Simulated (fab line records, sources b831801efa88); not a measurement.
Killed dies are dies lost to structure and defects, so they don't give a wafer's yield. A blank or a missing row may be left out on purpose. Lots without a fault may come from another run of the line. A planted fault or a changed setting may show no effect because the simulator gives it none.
Chamber matching | flow sky130 | SKY_CAPM_CVD_00 on pecvd-03: 3 sister chambers
The step deposits SiO2, target thk 15.5 nm. 3 wafers are shown with their chamber, then 12 later ones without.

WAFERS WITH THEIR CHAMBER
wafer  | chamber | heater_power_w (W)
L090.4 | 2       | 717
L090.5 | 1       | 682
L090.6 | 0       | 483

WAFERS WITHOUT THEIR CHAMBER
wafer  | heater_power_w (W)
L093.1 | 516
L093.2 | 722
L093.4 | 642
L094.1 | 474
L094.2 | 730
L094.6 | 726
L094.3 | 712
L094.4 | 479
L094.5 | 484
L095.1 | 702
L095.2 | 600
L095.3 | 507

WHICH CHAMBER EACH WENT THROUGH
wafer  | from the rows above          | in truth
L093.1 | 0                            | 0
L093.2 | can't be placed: 2 or 1      | 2
L093.4 | can't be placed: 1 or 2      | 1
L094.1 | 0                            | 0
L094.2 | can't be placed: 2 or 1      | 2
L094.6 | can't be placed: 2 or 1      | 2
L094.3 | can't be placed: 2 or 1      | 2
L094.4 | 0                            | 0
L094.5 | 0                            | 0
L095.1 | can't be placed: 2 or 1      | 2
L095.2 | can't be placed: 1 or 0 or 2 | 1
L095.3 | 0                            | 0
Placed correctly: 5 of 12. Can't be placed from these rows: 7 (the true chamber is among the candidates in 7). Placed wrongly: 0.
How it was worked out, from the rows above alone: a wafer's distance from a chamber is the root of the sum, over the readings, of the square of ((its reading less the chamber's mean) divided by the reading's scatter). The wafer belongs to the nearest chamber; if the next one is less than 2 further off, it can't be placed. A chamber's mean is the mean of its shown wafers. The scatter: with one shown wafer a chamber, the root of the mean of the squares of how far each hidden wafer lies from its nearest shown one.
